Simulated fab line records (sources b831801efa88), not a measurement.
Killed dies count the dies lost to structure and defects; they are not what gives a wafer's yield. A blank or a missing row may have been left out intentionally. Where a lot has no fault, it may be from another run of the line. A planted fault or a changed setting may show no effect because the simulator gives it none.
Chamber matching | flow sky130 | SKY_VIA2_CMP_24 on cmp-02: 4 sister chambers
The step polishes, stops on SiO2, t overpolish 20 s, target thk 0 nm. 4 wafers are shown with their chamber, then 12 later ones without.

EACH WAFER AND ITS CHAMBER
wafer  | chamber | motor current A (A)
L088.6 | 3       | 11.3
L089.1 | 1       | 10.6
L089.2 | 2       | 12.7
L089.3 | 0       | 10.6

WAFERS WHOSE CHAMBER IS MISSING
wafer  | motor current A (A)
L090.4 | 11.3
L090.5 | 10.6
L090.6 | 13.2
L091.2 | 10.5
L091.3 | 13.7
L091.6 | 9.7
L092.4 | 10.1
L092.5 | 10.5
L092.6 | 11.0
L093.1 | 10.2
L093.3 | 10.7
L093.4 | 10.8

WHICH CHAMBER EACH ONE RAN IN
wafer  | from the rows above          | in truth
L090.4 | can't be placed: 3 or 0 or 1 | 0
L090.5 | can't be placed: 0 or 1 or 3 | 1
L090.6 | 2                            | 2
L091.2 | can't be placed: 0 or 1 or 3 | 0
L091.3 | 2                            | 2
L091.6 | can't be placed: 0 or 1 or 3 | 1
L092.4 | can't be placed: 0 or 1 or 3 | 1
L092.5 | can't be placed: 0 or 1 or 3 | 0
L092.6 | can't be placed: 3 or 0 or 1 | 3
L093.1 | can't be placed: 0 or 1 or 3 | 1
L093.3 | can't be placed: 0 or 1 or 3 | 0
L093.4 | can't be placed: 0 or 1 or 3 | 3
2 of 12 placed correctly. Not placeable from these rows: 10 (in 10, the candidates include the true chamber). Wrongly placed: 0.
How it was worked out, from the rows above alone: a wafer's distance from a chamber is the root of the sum, over the readings, of the square of ((its reading less the chamber's mean) divided by the reading's scatter). If the next closest chamber is less than 2 further off than the closest, the wafer can't be placed; otherwise it belongs to the closest. A chamber's mean is the mean of its shown wafers. The scatter: with one shown wafer a chamber, the root of the mean of the squares of how far each hidden wafer lies from its nearest shown one.
